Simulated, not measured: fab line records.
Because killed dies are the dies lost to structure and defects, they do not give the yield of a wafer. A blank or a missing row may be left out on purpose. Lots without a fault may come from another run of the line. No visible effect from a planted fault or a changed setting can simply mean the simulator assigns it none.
A struck lot beside a sound one / flow sky130 / 15 steps out of a route of 708
Sound: wafers L502.2, L502.4, L502.5. Wafers struck: L508.3, L508.4, L508.6. The cause is given at the end.
Each step with rows lists, per side, the tool, then ch with its chambers, then its first start. Under that, the readings that differ: sound wafers / struck wafers / difference of the means / sigmas: that difference in standard deviations of wafers without a fault.
alike: readings whose means differ by less than 2 such deviations, and words and numbers that are the same on both sides. not compared: withheld readings, readings that some wafer has no value for, bounds like >300 that may hide the same value, and numbers for which the record gives no deviation and whose values overlap.
A row with sigmas, a row that says differs or no value, or rows on one side alone: a step with any of these is where the two part. Numbers that have no deviation but don't overlap get no sigmas and don't part them. Lack of a reading on every wafer of one side parts them only where that side has two or more wafers.

SKY_SD_P_CD_MEAS_07: target cd 380 nm.
  sound: cdSem-02 at day 25 20:11; struck: cdSem-01 at day 28 21:07
  alike: cdNm
SKY_SD_P_OVL_MEAS_08:
  sound: overlay-02 at day 25 20:17; struck: overlay-01 at day 28 21:13
reading=SD_P_OVL (nm); sound=2.4 0.0 -0.7; struck=3.1 5.9 3.9; difference=+3.7; sigmas=+2
then, 1 step without rows for these wafers: SKY_SD_P_IMPLANT_09.
SKY_SD_P_STRIP_10: strips in O2/N2.
  sound on plasmaAsher-01 ch 0,1, day 25 20:28; struck on plasmaAsher-04 ch 0,1, day 28 21:25
  alike: drypumpMotorCurrentA, oesProductAu, stripTimeToEndpointS
  not compared: rfHoursCounterH
SKY_SD_P_TW_MEAS_11:
  sound: filmMetro-02 at day 25 20:35; struck: filmMetro-02 at day 28 21:30
  alike: SD_P_TW
then, 7 steps without rows for these wafers: SKY_RES_XHIGH_DEHYDRATE_00 (time 60 s); SKY_RES_XHIGH_HMDS_01 (prime time 60 s); SKY_RES_XHIGH_COAT_02 (resist thk 1140 nm); SKY_RES_XHIGH_SOFTBAKE_03 (time 60 s); SKY_RES_XHIGH_EXPOSE_04 (exposes mask URPM, target cd 1270 nm); SKY_RES_XHIGH_PEB_05; SKY_RES_XHIGH_DEVELOP_06 (develop time 60 s).
SKY_RES_XHIGH_IMPLANT_07:
  sound on implanter-02 ch 0, day 27 01:13; struck on implanter-02 ch 0, day 30 00:59
reading=beamEnergyKeV; sound=20.006 20.014 20.015; struck=20.568 20.563 20.569; difference=+0.555; sigmas=+94
reading=model.implant.drpNm (nm); sound=9.746 9.746 9.746; struck=9.94 9.94 9.94; difference=+0.19; sigmas=
SKY_RES_XHIGH_STRIP_08: strips in O2/N2.
  sound on plasmaAsher-01 ch 0,1, day 27 01:21; struck on plasmaAsher-01 ch 0,1, day 30 01:07
  alike: drypumpMotorCurrentA, oesProductAu, stripTimeToEndpointS
  not compared: rfHoursCounterH
SKY_PAD_OPEN_PROBE_99:
  sound wafers here have rows in the record (prober-02, day 46 01:23); struck ones have none

WHERE THEY PART
At SKY_SD_P_OVL_MEAS_08 first; at SKY_PAD_OPEN_PROBE_99 last (within this record only).

WHY: what the simulator had put in
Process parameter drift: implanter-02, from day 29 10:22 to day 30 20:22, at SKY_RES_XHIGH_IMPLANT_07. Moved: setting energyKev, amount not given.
